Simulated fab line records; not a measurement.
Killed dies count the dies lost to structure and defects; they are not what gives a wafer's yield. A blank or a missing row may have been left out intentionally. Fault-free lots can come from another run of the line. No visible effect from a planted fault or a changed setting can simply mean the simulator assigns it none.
What tool caused it? :: flow gf180mcu :: Sampling: 24 lots, 72 wafers, 2 of 602 route steps

## WHAT THE GAUGES SHOWED, per wafer
GF_VT_IMPLANT_TW_MEAS_32.
lot: L074
measured: day 6 20:13
on: filmMetro-01
VT_IMPLANT_3_TW: 272.8 273.0 272.8

lot: L075
measured: day 7 00:31
on: filmMetro-04
VT_IMPLANT_3_TW: 269.5 267.6 266.9

lot: L076
measured: day 7 09:44
on: filmMetro-03
VT_IMPLANT_3_TW: 265.9 265.1 265.5

lot: L077
measured: day 7 15:52
on: filmMetro-01
VT_IMPLANT_3_TW: 273.1 271.9 271.0

lot: L078
measured: day 7 22:16
on: filmMetro-04
VT_IMPLANT_3_TW: 267.3 266.4 269.3

lot: L079
measured: day 8 03:59
on: filmMetro-01
VT_IMPLANT_3_TW: 270.0 268.6 268.7

lot: L080
measured: day 8 12:02
on: filmMetro-01
VT_IMPLANT_3_TW: 270.4 269.4 269.5

lot: L081
measured: day 8 15:52
on: filmMetro-04
VT_IMPLANT_3_TW: 265.6 267.8 265.0

lot: L082
measured: day 8 23:40
on: filmMetro-04
VT_IMPLANT_3_TW: 266.3 267.7 266.1

lot: L083
measured: day 9 05:43
on: filmMetro-04
VT_IMPLANT_3_TW: 265.0 265.6 266.9

lot: L084
measured: day 9 12:25
on: filmMetro-03
VT_IMPLANT_3_TW: 265.3 265.8 267.4

lot: L085
measured: day 9 20:40
on: filmMetro-03
VT_IMPLANT_3_TW: 264.8 266.1 266.0

lot: L086
measured: day 9 23:08
on: filmMetro-01
VT_IMPLANT_3_TW: 270.4 270.4 270.7

lot: L087
measured: day 10 12:53
on: filmMetro-01
VT_IMPLANT_3_TW: 270.8 273.1 271.0

lot: L088
measured: day 10 17:29
on: filmMetro-01
VT_IMPLANT_3_TW: 270.6 270.8 271.5

lot: L089
measured: day 11 00:58
on: filmMetro-01
VT_IMPLANT_3_TW: 272.3 270.3 271.7

lot: L090
measured: day 11 06:10
on: filmMetro-04
VT_IMPLANT_3_TW: 267.6 267.4 268.3

lot: L091
measured: day 11 11:02
on: filmMetro-01
VT_IMPLANT_3_TW: 271.8 271.7 272.9

lot: L092
measured: day 11 19:01
on: filmMetro-01
VT_IMPLANT_3_TW: 270.7 271.8 271.7

lot: L093
measured: day 12 00:52
on: filmMetro-03
VT_IMPLANT_3_TW: 269.9 268.7 268.0

lot: L094
measured: day 12 05:38
on: filmMetro-01
VT_IMPLANT_3_TW: 271.4 271.0 272.1

lot: L095
measured: day 12 09:43
on: filmMetro-03
VT_IMPLANT_3_TW: 267.2 267.6 268.0

lot: L096
measured: day 13 07:58
on: filmMetro-03
VT_IMPLANT_3_TW: 268.7 266.0 267.4

lot: L097
measured: day 13 10:01
on: filmMetro-04
VT_IMPLANT_3_TW: 268.5 267.4 266.0

GF_CONTACT_OVL_MEAS_15.
lot: L074
measured: day 16 04:41
on: overlay-02
CONTACT_OVL (nm): -9 -15 -7

lot: L075
measured: day 16 06:05
on: overlay-01
CONTACT_OVL (nm): 1 -8 -13

lot: L076
measured: day 16 15:31
on: overlay-02
CONTACT_OVL (nm): -10 -9 -6

lot: L077
measured: day 17 07:15
on: overlay-02
CONTACT_OVL (nm): -11 -14 -16

lot: L078
measured: day 17 09:17
on: overlay-01
CONTACT_OVL (nm): -1 -3 2

lot: L079
measured: day 17 16:52
on: overlay-02
CONTACT_OVL (nm): -9 -10 -11

lot: L080
measured: day 18 07:39
on: overlay-01
CONTACT_OVL (nm): -6 -11 -6

lot: L081
measured: day 18 10:23
on: overlay-01
CONTACT_OVL (nm): -10 -4 -11

lot: L082
measured: day 18 19:32
on: overlay-01
CONTACT_OVL (nm): -5 -5 -5

lot: L083
measured: day 19 02:54
on: overlay-01
CONTACT_OVL (nm): -6 -4 -10

lot: L084
measured: day 19 14:38
on: overlay-02
CONTACT_OVL (nm): -7 -16 -5

lot: L085
measured: day 20 02:02
on: overlay-02
CONTACT_OVL (nm): -6 -18 -10

lot: L086
measured: day 20 05:40
on: overlay-01
CONTACT_OVL (nm): -6 -6 -9

lot: L087
measured: day 21 04:48
on: overlay-01
CONTACT_OVL (nm): -6 -9 -7

lot: L088
measured: day 21 09:25
on: overlay-02
CONTACT_OVL (nm): -5 -6 -9

lot: L089
measured: day 21 17:53
on: overlay-01
CONTACT_OVL (nm): -1 -12 -11

lot: L090
measured: day 22 02:57
on: overlay-02
CONTACT_OVL (nm): -15 -15 -12

lot: L091
measured: day 22 06:34
on: overlay-02
CONTACT_OVL (nm): -6 -5 -13

lot: L092
measured: day 22 16:39
on: overlay-01
CONTACT_OVL (nm): -10 -17 -6

lot: L093
measured: day 23 06:35
on: overlay-01
CONTACT_OVL (nm): -13 -3 -7

lot: L094
measured: day 23 06:55
on: overlay-02
CONTACT_OVL (nm): -8 -1 -7

lot: L095
measured: day 23 12:30
on: overlay-02
CONTACT_OVL (nm): -5 -2 -7

lot: L096
measured: day 24 09:17
on: overlay-01
CONTACT_OVL (nm): 0 -11 -7

lot: L097
measured: day 24 12:51
on: overlay-01
CONTACT_OVL (nm): -11 -10 -7

## EACH LOT AND THE TOOL THAT RAN IT (in order: tool; ch and the chambers of the sampled wafers; start)
Before these readings, the record contains no process step.

## AS READ BY THE TOOLS THEMSELVES (means over the sampled wafers that have a number; for cases with no such wafer, the mark the record gives instead)
The record holds no such reading with a usual standard deviation.

## THE ANSWER, worked out from the rows above alone
Rule: what is usual is taken from the lots themselves. Put in order of their means at a reading, lots are off if they are a third of the lots or fewer, leave a main group of 4 or more, and stand apart from it by a gap of 3 or more times the standard deviation of the main group's means; of several such gaps the widest counts. Not used: any main group whose means are identical at the precision the tables above print for the reading. A lot without any number at a reading at which 4 lots or more have one is off too. All remaining lots with rows at the step are treated as sound. Order of review: gauges by route order, followed by the tools' own readings, for which a lot's mean as printed above is used. At the first step where some lot is off, the reading lying furthest off is the one used; lots without a number count as furthest.
No lot is off at any reading shown: from this, nothing can be told.

## WHAT THE SIMULATOR PUT IN
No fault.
